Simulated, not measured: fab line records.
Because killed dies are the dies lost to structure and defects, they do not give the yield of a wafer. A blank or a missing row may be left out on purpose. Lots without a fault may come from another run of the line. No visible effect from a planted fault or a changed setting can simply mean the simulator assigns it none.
Chamber matching	flow sky130	SKY_LI_CONTACT_ETCH_15 on rieDiel-01: 4 sister chambers
The step etches PSG in C4F8/O2/Ar, stops on Si, target depth 600 nm. 8 wafers are shown with their chamber, then 10 later ones without.

== WAFERS, EACH WITH ITS CHAMBER ==
wafer	chamber	oesProductAu (a.u.)	biasW (W)
L082.5	3	0.839	1193
L083.2	2	0.843	1198
L084.2	2	0.830	1197
L086.3	0	0.842	1199
L086.4	1	0.842	1205
L086.5	3	0.837	1202
L087.1	0	0.837	1203
L087.3	1	0.831	1200

== WAFERS WHOSE CHAMBER IS MISSING ==
wafer	oesProductAu (a.u.)	biasW (W)
L087.5	0.836	1192
L089.1	0.834	1197
L089.2	0.837	1201
L089.6	0.832	1198
L094.2	0.833	1198
L094.4	0.842	1202
L094.6	0.831	1204
L096.1	0.837	1203
L096.3	0.833	1204
L096.5	0.832	1196

== EACH ONE'S CHAMBER ==
wafer	from the rows above	in truth
L087.5	can't be placed: 2 or 3 or 0 or 1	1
L089.1	can't be placed: 2 or 3 or 0 or 1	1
L089.2	can't be placed: 1 or 0 or 2 or 3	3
L089.6	can't be placed: 2 or 3 or 1 or 0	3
L094.2	can't be placed: 2 or 3 or 1 or 0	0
L094.4	can't be placed: 0 or 1 or 3 or 2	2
L094.6	can't be placed: 1 or 0 or 2 or 3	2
L096.1	can't be placed: 1 or 0 or 2 or 3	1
L096.3	can't be placed: 1 or 0 or 2 or 3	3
L096.5	can't be placed: 2 or 3 or 0 or 1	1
0 of 10 placed correctly. These rows do not allow placing 10 (true chamber among the candidates in 10). Wrongly placed: 0.
How it was worked out, from the rows above alone: a wafer's distance from a chamber is the root of the sum, over the readings, of the square of ((its reading less the chamber's mean) divided by the reading's scatter). If the next closest chamber is less than 2 further off than the closest, the wafer can't be placed; otherwise it belongs to the closest. For every chamber, the mean is computed from those of its wafers that are shown. The scatter: take each reading less its chamber's mean, square it, sum over the shown wafers, divide by the number of wafers less the number of chambers, and take the root.
